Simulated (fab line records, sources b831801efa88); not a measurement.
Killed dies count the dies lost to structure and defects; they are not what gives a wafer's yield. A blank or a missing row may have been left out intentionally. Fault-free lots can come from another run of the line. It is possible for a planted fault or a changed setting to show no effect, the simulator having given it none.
The tool behind it: which one? + flow gf180mcu + 36 wafers from 12 lots sampled at 5 of the route's 602 steps

WHAT EACH GAUGE READ, for each wafer
GF_M3_THK_MEAS_06: measures by xrf. Usual: for M3_ALCU_THK the level is 444 nm and the standard deviation is 5.2.
| lot  | measured     | on            | M3_ALCU_THK (nm) | flag |
|------|--------------|---------------|------------------|------|
| L295 | day 20 14:19 | film_metro-04 | 444 444 444      |      |
| L301 | day 22 20:27 | film_metro-04 | 441 444 443      |      |
| L299 | day 22 22:37 | film_metro-01 | 442 436 438      |      |
| L300 | day 22 22:56 | film_metro-04 | 441 439 441      |      |
| L303 | day 23 21:44 | film_metro-04 | 442 449 443      |      |
| L307 | day 25 13:48 | film_metro-02 | 408 409 415      | OFF  |
| L309 | day 26 04:04 | film_metro-02 | 442 450 448      |      |
| L311 | day 26 15:35 | film_metro-04 | 440 443 443      |      |
| L310 | day 26 17:01 | film_metro-01 | 410 408 406      | OFF  |
| L314 | day 27 11:45 | film_metro-01 | 456 457 445      |      |
| L315 | day 27 19:25 | film_metro-01 | 450 451 454      |      |
| L316 | day 27 21:09 | film_metro-02 | 451 444 441      |      |

TOOL THAT RAN EACH LOT (tool first, then ch and the chambers of the sampled wafers, then the start)
| lot  | GF_V2_CMP_04                  | GF_V2_ETCH_16                      | GF_V2_CMP_26                  | GF_M3_SPUTTER_04             |
|------|-------------------------------|------------------------------------|-------------------------------|------------------------------|
| L295 | cmp-01 ch 1,2,3, day 19 11:52 | rie_diel-04 ch 1,3, day 20 12:35   | cmp-02 ch 0,2,3, day 20 13:43 | pvd_sputter-01, day 20 14:09 |
| L301 | cmp-02 ch 1,2,3, day 21 19:07 | rie_diel-01 ch 2,3, day 22 18:45   | cmp-01 ch 2,3, day 22 19:49   | pvd_sputter-03, day 22 20:17 |
| L299 | cmp-02 ch 0,2,3, day 21 21:00 | rie_diel-02 ch 0,1, day 22 20:53   | cmp-02 ch 2,3, day 22 21:57   | pvd_sputter-01, day 22 22:26 |
| L300 | cmp-02 ch 1,2,3, day 21 21:25 | rie_diel-04 ch 0,1,3, day 22 21:14 | cmp-01 ch 2,3, day 22 22:20   | pvd_sputter-02, day 22 22:46 |
| L303 | cmp-01 ch 2,3, day 22 20:54   | rie_diel-04 ch 0,2,3, day 23 20:02 | cmp-01 ch 0,1,2, day 23 21:05 | pvd_sputter-03, day 23 21:34 |
| L307 | cmp-01 ch 0,1,2, day 24 09:39 | rie_diel-01 ch 0,2, day 25 11:17   | cmp-02 ch 0,1, day 25 13:12   | pvd_sputter-03, day 25 13:38 |
| L309 | cmp-02 ch 0,1,2, day 25 04:10 | rie_diel-02 ch 0,2, day 26 02:21   | cmp-01 ch 0,1, day 26 03:26   | pvd_sputter-02, day 26 03:55 |
| L311 | cmp-01 ch 1,2,3, day 25 16:25 | rie_diel-04 ch 1,2,3, day 26 13:54 | cmp-01 ch 0,1,2, day 26 14:57 | pvd_sputter-02, day 26 15:26 |
| L310 | cmp-02 ch 2,3, day 25 17:28   | rie_diel-02 ch 0,2, day 26 15:18   | cmp-02 ch 0,1, day 26 16:22   | pvd_sputter-03, day 26 16:50 |
| L314 | cmp-01 ch 0,1, day 26 11:42   | rie_diel-02 ch 1,2, day 27 09:09   | cmp-02 ch 1,2, day 27 11:08   | pvd_sputter-02, day 27 11:34 |
| L315 | cmp-02 ch 0,2,3, day 26 20:51 | rie_diel-02 ch 0,1,3, day 27 17:23 | cmp-02 ch 0,1,3, day 27 18:46 | pvd_sputter-02, day 27 19:15 |
| L316 | cmp-01 ch 0,2,3, day 26 23:35 | rie_diel-01 ch 0,2,3, day 27 19:27 | cmp-02 ch 0,1,3, day 27 20:31 | pvd_sputter-01, day 27 20:59 |
- GF_V2_CMP_04: polishes SiO2.
- GF_V2_ETCH_16: etches BARC in N2/H2.
- GF_V2_CMP_26: polishes, stops on SiO2, t overpolish 15 s, target thk 0 nm.
- GF_M3_SPUTTER_04: material TiN, target thk 50 nm, time 41.7 s.

WHAT THE TOOLS THEMSELVES READ (means of the sampled wafers that have a number; where no wafer has one, the mark that the record gives instead)
GF_V2_CMP_04. Usual: motor_current_A 11.6 A, standard deviation 0.74; time_to_endpoint_s 81 s, standard deviation 5.3.
| lot  | tool   | motor_current_A (A) | time_to_endpoint_s (s) | flag |
|------|--------|---------------------|------------------------|------|
| L295 | cmp-01 | 12.2                | 80                     |      |
| L301 | cmp-02 | 11.3                | 80                     |      |
| L299 | cmp-02 | 11.2                | 88                     |      |
| L300 | cmp-02 | 11.6                | 82                     |      |
| L303 | cmp-01 | 12.5                | 84                     |      |
| L307 | cmp-01 | 11.8                | 81                     |      |
| L309 | cmp-02 | 11.0                | 74                     |      |
| L311 | cmp-01 | 12.2                | 77                     |      |
| L310 | cmp-02 | 11.6                | 77                     |      |
| L314 | cmp-01 | 11.7                | 85                     |      |
| L315 | cmp-02 | 11.5                | 84                     |      |
| L316 | cmp-01 | 12.0                | 78                     |      |

GF_V2_ETCH_16. Usual: drypump_motor_current_A 5.5 A, standard deviation 0.47; h2_flow_sccm 199.9 sccm, standard deviation 0.56; oes_product_au 0.855 a.u., standard deviation 0.0053; rf_fwd_power_W 494.9 W, standard deviation 2.1; throttle_valve_pct 13.226 %, standard deviation 0.0093.
| lot  | tool        | drypump_motor_current_A (A) | h2_flow_sccm (sccm) | oes_product_au (a.u.) | rf_fwd_power_W (W) | throttle_valve_pct (%) | flag |
|------|-------------|-----------------------------|---------------------|-----------------------|--------------------|------------------------|------|
| L295 | rie_diel-04 | 5.4                         | 199.8               | 0.853                 | 495.3              | 13.226                 |      |
| L301 | rie_diel-01 | 5.7                         | 200.2               | 0.851                 | 494.9              | 13.226                 |      |
| L299 | rie_diel-02 | 5.3                         | 199.8               | 0.854                 | 494.3              | 13.230                 |      |
| L300 | rie_diel-04 | 5.5                         | 200.1               | 0.855                 | 494.7              | 13.227                 |      |
| L303 | rie_diel-04 | 5.6                         | 200.2               | 0.860                 | 493.4              | 13.221                 |      |
| L307 | rie_diel-01 | 5.5                         | 200.1               | 0.856                 | 495.5              | 13.227                 |      |
| L309 | rie_diel-02 | 5.0                         | 199.4               | 0.856                 | 495.4              | 13.225                 |      |
| L311 | rie_diel-04 | 5.7                         | 200.1               | 0.852                 | 494.7              | 13.219                 |      |
| L310 | rie_diel-02 | 5.0                         | 199.8               | 0.856                 | 495.4              | 13.229                 |      |
| L314 | rie_diel-02 | 5.5                         | 199.2               | 0.855                 | 496.5              | 13.224                 |      |
| L315 | rie_diel-02 | 5.5                         | 200.1               | 0.856                 | 494.5              | 13.229                 |      |
| L316 | rie_diel-01 | 5.5                         | 199.9               | 0.851                 | 493.5              | 13.229                 |      |

GF_V2_CMP_26. Usual: motor_current_A 10.6 A, standard deviation 0.7; overpolish_run_s 15.000 s, standard deviation 0.0095; time_to_endpoint_s 85 s, standard deviation 3.4.
| lot  | tool   | motor_current_A (A) | overpolish_run_s (s) | time_to_endpoint_s (s) | flag |
|------|--------|---------------------|----------------------|------------------------|------|
| L295 | cmp-02 | 10.5                | 14.990               | 86                     |      |
| L301 | cmp-01 | 11.7                | 14.995               | 84                     |      |
| L299 | cmp-02 | 10.9                | 15.006               | 84                     |      |
| L300 | cmp-01 | 11.5                | 15.003               | 85                     |      |
| L303 | cmp-01 | 11.2                | 15.002               | 86                     |      |
| L307 | cmp-02 | 9.9                 | 15.003               | 82                     |      |
| L309 | cmp-01 | 10.6                | 15.004               | 84                     |      |
| L311 | cmp-01 | 10.9                | 15.001               | 84                     |      |
| L310 | cmp-02 | 9.9                 | 15.000               | 82                     |      |
| L314 | cmp-02 | 10.6                | 15.002               | 83                     |      |
| L315 | cmp-02 | 9.9                 | 15.000               | 87                     |      |
| L316 | cmp-02 | 10.1                | 14.998               | 86                     |      |

GF_M3_SPUTTER_04. Usual: throttle_valve_pct 30.0 %, standard deviation 1.1.
| lot  | tool           | throttle_valve_pct (%) | flag |
|------|----------------|------------------------|------|
| L295 | pvd_sputter-01 | 31.0                   |      |
| L301 | pvd_sputter-03 | 29.5                   |      |
| L299 | pvd_sputter-01 | 30.9                   |      |
| L300 | pvd_sputter-02 | 30.3                   |      |
| L303 | pvd_sputter-03 | 28.8                   |      |
| L307 | pvd_sputter-03 | 29.6                   |      |
| L309 | pvd_sputter-02 | 30.3                   |      |
| L311 | pvd_sputter-02 | 30.4                   |      |
| L310 | pvd_sputter-03 | 29.0                   |      |
| L314 | pvd_sputter-02 | 30.4                   |      |
| L315 | pvd_sputter-02 | 30.6                   |      |
| L316 | pvd_sputter-01 | 30.9                   |      |

THE ANSWER, worked out from the rows above alone
Rule: take the mean of a lot's wafers that have a number; if it is more than 3 standard deviations from the usual mean, the lot is off. Also off: a lot with no number at a reading for which 4 or more lots have one. All remaining lots with rows at the step are treated as sound. The gauges are gone through in route order, then the tools' own readings, and for those a lot's mean is taken as printed above. The first step at which some lot is off is used, and at that step the reading that is off furthest; a lot without a number counts as furthest.
Off: at GF_M3_THK_MEAS_06 (M3_ALCU_THK), L307, L310.
A tool fits if, at a process step before that reading, it ran every lot that is off, and no sound lot after the first of them. Those tools and the gauges at GF_M3_THK_MEAS_06 are tried in the same way. One candidate fits, namely pvd_sputter-03 at GF_M3_SPUTTER_04. A fault onset in the window from L303 (day 23 21:34, its last sound lot) to L307 (day 25 13:38, its first lot off) fits.

WHAT THE SIMULATOR HAD INSERTED
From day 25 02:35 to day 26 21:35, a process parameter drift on pvd_sputter-03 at GF_M3_SPUTTER_04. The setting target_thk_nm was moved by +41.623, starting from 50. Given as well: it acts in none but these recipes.
Struck lots among those shown: L307, L310. The same result came from the rule above.
